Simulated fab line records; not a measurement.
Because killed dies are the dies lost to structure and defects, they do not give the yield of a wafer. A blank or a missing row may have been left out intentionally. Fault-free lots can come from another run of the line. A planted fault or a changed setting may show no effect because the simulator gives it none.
fab line records | flow gf180mcu
record lots=14 | wafers=42 | last_day=34
route steps=602 shown V1@336 M2@364
lots that met no fault: from a run of the same line without faults
start_h: hours from the record's first day to the start of the lot's first wafer shown | wait_h: hours since the lot's step before | " identical to the entry in the row above | L1.1+2: one row covering several wafers at once | - no value present, or no start provided | * or withheld: withheld | < > ~ a bound
route shown NAME@n: a module of which the file shows steps, and the number in the route of the first | usual: the fault-free wafers' mean and standard deviation | same: alike in all rows | chamber/n: place in a boat | sites: readings site by site | _std_site: how widely they spread, as a standard deviation | _edge_site: outer sites' mean less inner sites' | radius_mm: how far each site lies from the wafer's centre | mask NAME#n: copy n | behind: the tool/chamber that last shaped the wafer | hold: why the lot went on hold/how many hours it stayed there/how the hold came to an end | device: transistor that didn't switch, given as n, p or np | end of line: the tests these same wafers got at the end of their route | for a step that has no rows: nothing shown but its recipe | killed: not the wafer's yield, but the dies lost to structure and defects at the first sort | map: dies across one wafer; x = killed, . = not, _ = none there
set.NAME: the setting the step ran with; set.NAME@STEP: the setting that earlier step ran with | model.NAME: the simulator's own value behind a step, which no gauge read
one table for each step of the route and one row for each wafer, over a sample of lots
services: the hour from which a tool's chamber was out of use, counted from the record's first day as start_h (under 0 if before that day), plus the number of hours and why
## steps
# step GF_V1_THK_MEAS_01
# recipe reads=SiO2_of_V1_CVD_00
# usual V1_CVD_00_THK=601/6.2
lot.wafer | tool          | chamber | start_h | wait_h | V1_CVD_00_THK[nm]
L937.3    | film_metro-03 | -       | 396.59  | 0.1    | 600
L937.4    | "             | -       | "       | "      | 602
L937.5    | "             | -       | "       | "      | 596
L939.3    | film_metro-03 | -       | 420.60  | 0.1    | 600
L939.4    | "             | -       | "       | "      | 599
L939.6    | "             | -       | "       | "      | 597
L938.2    | film_metro-02 | -       | 421.03  | 0.0    | 605
L938.4    | "             | -       | "       | "      | 603
L938.5    | "             | -       | "       | "      | 596
L941.3    | film_metro-03 | -       | 442.83  | 0.1    | 595
L941.5    | "             | -       | "       | "      | 597
L941.6    | "             | -       | "       | "      | 593
L944.3    | film_metro-03 | -       | 461.71  | 0.1    | 602
L944.4    | "             | -       | "       | "      | 602
L944.6    | "             | -       | "       | "      | 596
L945.3    | film_metro-02 | -       | 469.34  | 0.1    | 605
L945.4    | "             | -       | "       | "      | 605
L945.5    | "             | -       | "       | "      | 617
L951.2    | film_metro-03 | -       | 516.13  | 0.0    | 618
L951.3    | "             | -       | "       | "      | 609
L951.4    | "             | -       | "       | "      | 613
L952.3    | film_metro-02 | -       | 526.23  | 0.1    | 600
L952.4    | "             | -       | "       | "      | 601
L952.5    | "             | -       | "       | "      | 600
L953.1    | film_metro-02 | -       | 534.53  | 0.0    | 604
L953.2    | "             | -       | "       | "      | 600
L953.4    | "             | -       | "       | "      | 599
L954.2    | film_metro-02 | -       | 547.08  | 0.1    | 604
L954.4    | "             | -       | "       | "      | 605
L954.6    | "             | -       | "       | "      | 605
L955.1    | film_metro-02 | -       | 551.65  | 0.1    | 596
L955.4    | "             | -       | "       | "      | 599
L955.5    | "             | -       | "       | "      | 596
L956.2    | film_metro-01 | -       | 561.39  | 0.1    | 609
L956.4    | "             | -       | "       | "      | 601
L956.5    | "             | -       | "       | "      | 595
L957.2    | film_metro-01 | -       | 570.62  | 0.0    | 600
L957.4    | "             | -       | "       | "      | 601
L957.5    | "             | -       | "       | "      | 598
L958.3    | film_metro-01 | -       | 575.30  | 0.1    | 603
L958.4    | "             | -       | "       | "      | 610
L958.6    | "             | -       | "       | "      | 601
# step GF_V1_STRIP_18
# recipe chemistry=O2/N2 | power_w=1400 | pressure_mtorr=1500 | platen_temp_c=250 | o2_flow_sccm=3000 | n2_flow_sccm=300 | overash_fraction=0.5
# usual chamber_pressure_mTorr=1499.9/1.3 | drypump_motor_current_A=5.5/0.5 | heater_power_w=354/25 | oes_product_au=0.591/0.0055
lot.wafer | tool            | chamber | start_h | wait_h | chamber_pressure_mTorr | drypump_motor_current_A | heater_power_w | oes_product_au | rf_hours_counter_h
L937.3    | plasma_asher-02 | 1       | 421.12  | -      | 1500.5                 | 5.6                     | 359            | 0.598          | -
L937.4    | "               | 0       | "       | "      | 1499.8                 | 6.3                     | 345            | 0.596          | -
L937.5    | "               | 1       | "       | "      | 1498.0                 | 5.6                     | 359            | 0.584          | -
L939.3    | plasma_asher-01 | 0       | 445.69  | -      | 1500.7                 | 5.3                     | 316            | 0.591          | -
L939.4    | "               | 1       | "       | "      | 1501.2                 | 6.1                     | 340            | 0.588          | -
L939.6    | "               | 1       | "       | "      | 1500.9                 | 6.1                     | 332            | 0.597          | -
L938.2    | plasma_asher-01 | 1       | 446.59  | -      | 1500.4                 | 6.1                     | 337            | 0.595          | 80
L938.4    | "               | 0       | "       | "      | 1498.9                 | 5.3                     | 312            | 0.594          | -
L938.5    | "               | 1       | "       | "      | 1501.7                 | 6.1                     | 346            | 0.595          | -
L941.3    | plasma_asher-04 | 1       | 468.25  | -      | 1500.5                 | 5.7                     | 396            | 0.590          | -
L941.5    | "               | 1       | "       | "      | 1500.8                 | 5.7                     | 399            | 0.587          | -
L941.6    | "               | 0       | "       | "      | 1498.1                 | 4.8                     | 328            | 0.601          | -
L944.3    | plasma_asher-02 | 1       | 486.05  | -      | -                      | -                       | -              | -              | -
L944.4    | "               | 0       | "       | "      | -                      | -                       | -              | -              | -
L944.6    | "               | 1       | "       | "      | -                      | -                       | -              | -              | -
L945.3    | plasma_asher-02 | 1       | 493.70  | -      | -                      | -                       | -              | -              | -
L945.4    | "               | 0       | "       | "      | -                      | -                       | -              | -              | -
L945.5    | "               | 1       | "       | "      | -                      | -                       | -              | -              | -
L951.2    | plasma_asher-04 | 0       | 540.21  | -      | 1501.7                 | 4.8                     | 337            | 0.586          | 77
L951.3    | "               | 0       | "       | "      | 1497.8                 | 4.8                     | 335            | 0.587          | -
L951.4    | "               | 1       | "       | "      | 1501.4                 | 5.7                     | 377            | 0.595          | -
L952.3    | plasma_asher-04 | 1       | 549.94  | -      | 1498.6                 | 5.7                     | 400            | 0.580          | -
L952.4    | "               | 0       | "       | "      | 1500.6                 | 4.8                     | 334            | 0.597          | -
L952.5    | "               | 1       | "       | "      | 1500.5                 | 5.7                     | 392            | 0.593          | -
L953.1    | plasma_asher-04 | 1       | 558.08  | -      | 1498.2                 | 5.7                     | 384            | 0.604          | 79
L953.2    | "               | 0       | "       | "      | 1499.4                 | 4.8                     | 329            | 0.588          | 79
L953.4    | "               | 1       | "       | "      | 1499.9                 | 5.7                     | 377            | 0.589          | -
L954.2    | plasma_asher-04 | 0       | 570.33  | -      | 1501.2                 | 4.8                     | 332            | 0.589          | 80
L954.4    | "               | 0       | "       | "      | 1499.4                 | 4.8                     | 335            | 0.590          | -
L954.6    | "               | 1       | "       | "      | 1501.8                 | 5.7                     | 395            | 0.586          | -
L955.1    | plasma_asher-04 | 0       | 574.69  | -      | 1500.3                 | 4.8                     | 336            | 0.591          | 81
L955.4    | "               | 1       | "       | "      | 1499.9                 | 5.7                     | 395            | 0.585          | -
L955.5    | "               | 1       | "       | "      | 1500.2                 | 5.7                     | 393            | 0.588          | -
L956.2    | plasma_asher-04 | 1       | 584.42  | -      | 1500.8                 | 5.7                     | 386            | 0.597          | 82
L956.4    | "               | 1       | "       | "      | 1501.0                 | 5.7                     | 390            | 0.597          | -
L956.5    | "               | 0       | "       | "      | 1498.7                 | 4.8                     | 333            | 0.595          | -
L957.2    | plasma_asher-01 | 0       | 592.26  | -      | 1499.8                 | 5.2                     | 321            | 0.591          | 94
L957.4    | "               | 1       | "       | "      | 1499.4                 | 6.1                     | 342            | 0.595          | -
L957.5    | "               | 0       | "       | "      | 1498.8                 | 5.3                     | 317            | 0.584          | -
L958.3    | plasma_asher-01 | 0       | 596.75  | -      | 1498.4                 | 5.3                     | 323            | 0.601          | -
L958.4    | "               | 1       | "       | "      | 1499.4                 | 6.1                     | 334            | 0.578          | -
L958.6    | "               | 1       | "       | "      | 1500.3                 | 6.1                     | 334            | 0.591          | -
# step GF_M2_SPUTTER_02
# recipe material=AlCu | target_thk_nm=450 | power_w=10600 | time_s=23.9 | chamber_pressure_pa=0.4
# usual throttle_valve_pct=29.8/1.4
# same time_s=23.9
lot.wafer | tool           | chamber | start_h | wait_h | throttle_valve_pct
L937.3    | pvd_sputter-04 | -       | 422.44  | 0.0    | 28.3
L937.4    | "              | -       | "       | "      | 30.3
L937.5    | "              | -       | "       | "      | 28.3
L939.3    | pvd_sputter-02 | -       | 447.01  | 0.0    | 31.9
L939.4    | "              | -       | "       | "      | 27.8
L939.6    | "              | -       | "       | "      | 32.1
L938.2    | pvd_sputter-02 | -       | 447.94  | 0.0    | 27.5
L938.4    | "              | -       | "       | "      | 29.6
L938.5    | "              | -       | "       | "      | 29.8
L941.3    | pvd_sputter-01 | -       | 469.58  | 0.0    | 28.9
L941.5    | "              | -       | "       | "      | 29.9
L941.6    | "              | -       | "       | "      | 30.1
L951.2    | pvd_sputter-02 | -       | 541.68  | 0.0    | 29.3
L951.3    | "              | -       | "       | "      | 31.8
L951.4    | "              | -       | "       | "      | 29.7
L952.3    | pvd_sputter-04 | -       | 551.33  | 0.0    | 30.2
L952.4    | "              | -       | "       | "      | 29.9
L952.5    | "              | -       | "       | "      | 31.8
L953.1    | pvd_sputter-02 | -       | 559.51  | 0.0    | 27.9
L953.2    | "              | -       | "       | "      | 29.4
L953.4    | "              | -       | "       | "      | 27.6
L954.2    | pvd_sputter-02 | -       | 571.80  | 0.0    | 29.1
L954.4    | "              | -       | "       | "      | 31.9
L954.6    | "              | -       | "       | "      | 27.6
L955.1    | pvd_sputter-04 | -       | 576.20  | 0.0    | 30.4
L955.4    | "              | -       | "       | "      | 28.1
L955.5    | "              | -       | "       | "      | 28.4
L956.2    | pvd_sputter-04 | -       | 585.81  | 0.0    | 30.6
L956.4    | "              | -       | "       | "      | 29.8
L956.5    | "              | -       | "       | "      | 30.4
L957.2    | pvd_sputter-02 | -       | 593.61  | 0.0    | 27.7
L957.4    | "              | -       | "       | "      | 29.8
L957.5    | "              | -       | "       | "      | 29.5
L958.3    | pvd_sputter-02 | -       | 598.11  | 0.0    | 27.6
L958.4    | "              | -       | "       | "      | 29.2
L958.6    | "              | -       | "       | "      | 32.2
# step GF_M2_RS_MEAS_05
# recipe thk_meas_gauge=four-point-probe | reads=TiN_of_M2_SPUTTER_04+Ti_of_M2_SPUTTER_03+AlCu_of_M2_SPUTTER_02+TiN_of_M2_SPUTTER_01+Ti_of_M2_SPUTTER_00
# usual M2_ALCU_RS=0.0695/0.00086
lot.wafer | tool          | chamber | start_h | wait_h | M2_ALCU_RS[ohm/sq]
L937.3    | film_metro-03 | -       | 422.57  | 0.1    | 0.0702
L937.4    | "             | -       | "       | "      | 0.0696
L937.5    | "             | -       | "       | "      | 0.0698
L939.3    | film_metro-04 | -       | 447.15  | 0.1    | 0.0691
L939.4    | "             | -       | "       | "      | 0.0691
L939.6    | "             | -       | "       | "      | 0.0695
L938.2    | film_metro-02 | -       | 448.05  | 0.0    | 0.0692
L938.4    | "             | -       | "       | "      | 0.0694
L938.5    | "             | -       | "       | "      | 0.0689
L941.3    | film_metro-03 | -       | 469.72  | 0.1    | 0.0700
L941.5    | "             | -       | "       | "      | 0.0692
L941.6    | "             | -       | "       | "      | 0.0693
L951.2    | film_metro-03 | -       | 541.79  | 0.0    | 0.0688
L951.3    | "             | -       | "       | "      | 0.0684
L951.4    | "             | -       | "       | "      | 0.0681
L952.3    | film_metro-03 | -       | 551.47  | 0.1    | 0.0691
L952.4    | "             | -       | "       | "      | 0.0695
L952.5    | "             | -       | "       | "      | 0.0690
L953.1    | film_metro-04 | -       | 559.60  | 0.0    | 0.0696
L953.2    | "             | -       | "       | "      | 0.0685
L953.4    | "             | -       | "       | "      | 0.0697
L954.2    | film_metro-03 | -       | 571.91  | 0.0    | 0.0693
L954.4    | "             | -       | "       | "      | 0.0692
L954.6    | "             | -       | "       | "      | 0.0693
L955.1    | film_metro-02 | -       | 576.29  | 0.0    | 0.0690
L955.4    | "             | -       | "       | "      | 0.0695
L955.5    | "             | -       | "       | "      | 0.0695
L956.2    | film_metro-03 | -       | 585.92  | 0.0    | 0.0695
L956.4    | "             | -       | "       | "      | 0.0696
L956.5    | "             | -       | "       | "      | 0.0695
L957.2    | film_metro-04 | -       | 593.72  | 0.0    | 0.0696
L957.4    | "             | -       | "       | "      | 0.0691
L957.5    | "             | -       | "       | "      | 0.0686
L958.3    | film_metro-04 | -       | 598.24  | 0.1    | 0.0699
L958.4    | "             | -       | "       | "      | 0.0694
L958.6    | "             | -       | "       | "      | 0.0695
## services
tool            | chamber | start_h | hours | kind
pvd_sputter-04  | -       | 416.99  | 0.9   | repair
plasma_asher-02 | -       | 421.25  | 9.0   | pm
plasma_asher-02 | 0       | 421.25  | 9.0   | vent_cycle
plasma_asher-02 | 1       | 421.25  | 9.0   | vent_cycle
plasma_asher-02 | 0       | 430.25  | -     | clean
plasma_asher-02 | 1       | 430.25  | -     | clean
pvd_sputter-04  | -       | 447.57  | 3.8   | repair
pvd_sputter-02  | -       | 455.34  | 1.2   | repair
plasma_asher-04 | -       | 456.39  | 1.7   | repair
pvd_sputter-02  | -       | 472.70  | 2.2   | repair
pvd_sputter-04  | -       | 483.78  | 3.3   | repair
plasma_asher-01 | -       | 501.76  | 4.3   | pm
pvd_sputter-02  | -       | 538.50  | 0.5   | repair
plasma_asher-01 | -       | 574.55  | 14.6  | pm
pvd_sputter-02  | -       | 577.26  | 9.2   | repair
pvd_sputter-01  | -       | 589.15  | 3.4   | repair
## key
first_sign step=GF_V1_STRIP_18 | reading=tool_record | direction=missing
effect none on later readings
met_at GF_V1_STRIP_18
struck_lots L944,L945
later_rows_left_out L944.3,L944.4,L944.6,L945.3,L945.4,L945.5
sort_left_out L944.3,L944.4,L944.6,L945.3,L945.4,L945.5
not_acting_at GF_V1_THK_MEAS_01,GF_M2_SPUTTER_02,GF_M2_RS_MEAS_05
onset_between 421.12 486.05
fault kind=skipped_step_whole | tool=plasma_asher-02 | chamber=- | onset_h=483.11 | steps=GF_V1_STRIP_18 | scope=struck_lots_only
# sort_left_out: the simulated sort isn't trusted on such a fault, so these wafers' sort isn't shown, and their yield isn't known
# later_rows_left_out: the simulator's readings of these wafers behind a module that went badly wrong aren't trusted and aren't shown, but for the sort
